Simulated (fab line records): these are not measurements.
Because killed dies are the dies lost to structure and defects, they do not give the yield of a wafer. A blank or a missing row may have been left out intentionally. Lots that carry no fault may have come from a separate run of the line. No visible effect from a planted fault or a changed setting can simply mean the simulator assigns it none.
A lot that was struck, set against a sound lot + flow sky130 + 29 out of 708 route steps
Sound: the wafers L298.1, L298.2, L298.3. The struck wafers were L297.2, L297.3, L297.5. The cause is named last.
Each step with rows lists, per side, the tool, then ch with its chambers, then its first start. Under that, the readings that differ: sound wafers + struck wafers + difference of the means + sigmas: that difference in standard deviations of wafers without a fault.
alike: a reading whose means differ by less than 2 such deviations, as well as words and numbers matching on both sides. not compared: withheld readings; readings where some wafer has no value; bounds like >300 that might hide an equal value; numbers whose values overlap and for which the record gives no deviation.
Wherever a step has rows on one side only, a row that says differs or no value, or a row with sigmas, the two part there. Numbers that have no deviation but don't overlap get no sigmas and don't part them. A reading missing from all wafers of one side parts the sides only when that side holds two or more wafers.

first, 2 steps without rows for these wafers: SKY_LOCAL_INTERCONNECT_PEB_09; SKY_LOCAL_INTERCONNECT_DEVELOP_10 (develop time 60 s).
SKY_LOCAL_INTERCONNECT_CD_MEAS_11: the cd target is 170 nm.
  struck on cdSem-01, day 35 18:52; sound on cdSem-02, day 35 20:45
  alike: cdNm
SKY_LOCAL_INTERCONNECT_OVL_MEAS_12:
  struck on overlay-02, day 35 18:58; sound on overlay-01, day 35 20:52
  alike: LOCAL_INTERCONNECT_OVL
then, 1 step without rows for these wafers: SKY_LOCAL_INTERCONNECT_ETCH_13 (etches BARC in N2/H2, stops on SiO2, time 45.9 s, target depth 60 nm).
SKY_LOCAL_INTERCONNECT_METAL_ETCH_14: etches TiN in Cl2/BCl3, stops on PSG, target depth 110 nm, time 31.4 s.
  sound on rieMetal-01 ch 0,1, day 35 20:58; struck on rieMetal-03 ch 0,1, day 35 19:04
| reading             | sound             | struck            | difference | sigmas |
|---------------------|-------------------|-------------------|------------|--------|
| oesProductAu (a.u.) | 0.942 0.941 0.938 | 0.951 0.957 0.960 | +0.016     | +2     |
  alike: drypumpMotorCurrentA, throttleValvePct
  not compared: rfHoursCounterH
SKY_LOCAL_INTERCONNECT_STRIP_15: strips in O2/N2.
  sound on plasmaAsher-01 ch 0,1, day 35 21:01; struck on plasmaAsher-02 ch 0,1, day 35 19:07
  alike: drypumpMotorCurrentA, oesProductAu, stripTimeToEndpointS
  not compared: rfHoursCounterH
then, 3 steps without rows for these wafers: SKY_LOCAL_INTERCONNECT_STRIP_16 (strips in post etch residue remover, time 1200 s); SKY_LOCAL_INTERCONNECT_CLEAN_17 (cleans in IPA, time 180 s); SKY_LOCAL_INTERCONNECT_CLEAN_18 (cleans in O3/DIW).
SKY_CONTACT_CVD_00: deposits Si3N4, target thk 75 nm.
  sound on pecvd-04 ch 0,1,2, day 35 21:40; struck on pecvd-01 ch 1,2, day 35 19:43
| reading          | sound       | struck      | difference | sigmas |
|------------------|-------------|-------------|------------|--------|
| heaterPowerW (W) | 705 869 777 | 519 569 575 | -229       | -2     |
SKY_CONTACT_THK_MEAS_01:
  struck on filmMetro-04, day 35 19:46; sound on filmMetro-03, day 35 21:43
  alike: CONTACT_CVD_00_THK
SKY_CONTACT_HDPCVD_02: deposits SiO2, target thk 565 nm, time 94.2 s.
  sound on hdpcvd-01 ch 0,1,2, day 35 21:46; struck on hdpcvd-02 ch 1,2, day 35 19:49
  no value came back on the struck wafers for pressureMtorr (mTorr), runLengthS (s); on the sound wafers pressureMtorr (mTorr) reads 5.975 5.985 5.986
then, 1 step without rows for these wafers: SKY_CONTACT_CMP_04 (polishes SiO2).
SKY_CONTACT_BOW_MEAS_05:
  struck on filmMetro-03, day 35 20:16; sound on filmMetro-03, day 35 22:11
| reading          | sound    | struck   | difference | sigmas |
|------------------|----------|----------|------------|--------|
| CONTACT_BOW (um) | 81 85 79 | 70 59 55 | -20        | -3     |
then, 8 steps without rows for these wafers: SKY_CONTACT_DEHYDRATE_06 (time 60 s); SKY_CONTACT_HMDS_07 (prime time 60 s); SKY_CONTACT_COAT_08 (resist thk 60 nm); SKY_CONTACT_COAT_09 (resist thk 450 nm); SKY_CONTACT_SOFTBAKE_10 (time 90 s); SKY_CONTACT_EXPOSE_11 (exposes mask CTM1, target cd 170 nm); SKY_CONTACT_PEB_12; SKY_CONTACT_DEVELOP_13 (develop time 60 s).
SKY_CONTACT_CD_MEAS_14: the cd target is 170 nm.
  struck on cdSem-01, day 36 21:38; sound on cdSem-01, day 37 00:07
| reading   | sound             | struck            | difference | sigmas |
|-----------|-------------------|-------------------|------------|--------|
| cdNm (nm) | 169.9 171.8 170.9 | 168.3 168.0 167.3 | -3.0       | -2     |
SKY_CONTACT_OVL_MEAS_15:
  struck on overlay-02, day 36 21:44; sound on overlay-02, day 37 00:14
  alike: CONTACT_OVL
SKY_CONTACT_ETCH_16: etches BARC in N2/H2, stops on SiO2, time 45.9 s, target depth 60 nm.
  sound on rieDiel-04 ch 1,2,3, day 37 00:16; struck on rieDiel-02 ch 1,2,3, day 36 21:46
  alike: drypumpMotorCurrentA, oesProductAu, throttleValvePct
  not compared: rfHoursCounterH
SKY_CONTACT_ETCH_17: etches SiO2 in C4F8/O2/Ar, stops on Si3N4, target depth 340 nm.
  sound on rieDiel-04 ch 1,2,3, day 37 00:19; struck on rieDiel-02 ch 1,2,3, day 36 21:49
| reading                 | sound             | struck            | difference | sigmas      |
|-------------------------|-------------------|-------------------|------------|-------------|
| oesProductAu (a.u.)     | 0.897 0.891 0.894 | 0.377 0.377 0.377 | -0.517     | -99 or more |
| model.etch.depthNm (nm) | 339.2 340.4 340.4 | 0 0 0             | -340       |             |
SKY_CONTACT_ETCH_18: etches Si3N4 in CHF3/O2, stops on TiN, time 39 s, target depth 75 nm.
  sound on rieDiel-04 ch 1,2,3; struck on rieDiel-02 ch 1,2,3
  alike: drypumpMotorCurrentA, oesProductAu, throttleValvePct
  not compared: rfHoursCounterH
-- the record jumps here: 13 days lie between the struck wafers' starts before and after (it left off in module CONTACT and takes up again in module PAD_OPEN, whose first step shown is number 708 of the route) --
SKY_PAD_OPEN_PROBE_99:
  struck on prober-02, day 49 17:19; sound on prober-01, day 49 17:11
| reading            | sound    | struck      | difference | sigmas |
|--------------------|----------|-------------|------------|--------|
| killed_at_M0_to_M3 | 52 44 40 | 5 12 5      | -38        | -6     |
| killedAtContacts   | 24 18 31 | 486 477 481 | +457       | +85    |
| killedDies         | 87 70 91 | 492 492 492 | +409       | +44    |
| killedOnRim        | 16 13 15 | 96 96 96    | +81        | +20    |
| killedOpen         | 48 35 60 | 8 12 9      | -38        | -5     |
| killedShort        | 39 35 31 | 1 8 8       | -29        | -5     |
  alike: killed_at_M4_up, killedAtFrontEnd, killedAtOther

WHERE THEY PART
First at SKY_LOCAL_INTERCONNECT_METAL_ETCH_14; last, within this record, at SKY_PAD_OPEN_PROBE_99.

WHY: the cause the simulator had injected
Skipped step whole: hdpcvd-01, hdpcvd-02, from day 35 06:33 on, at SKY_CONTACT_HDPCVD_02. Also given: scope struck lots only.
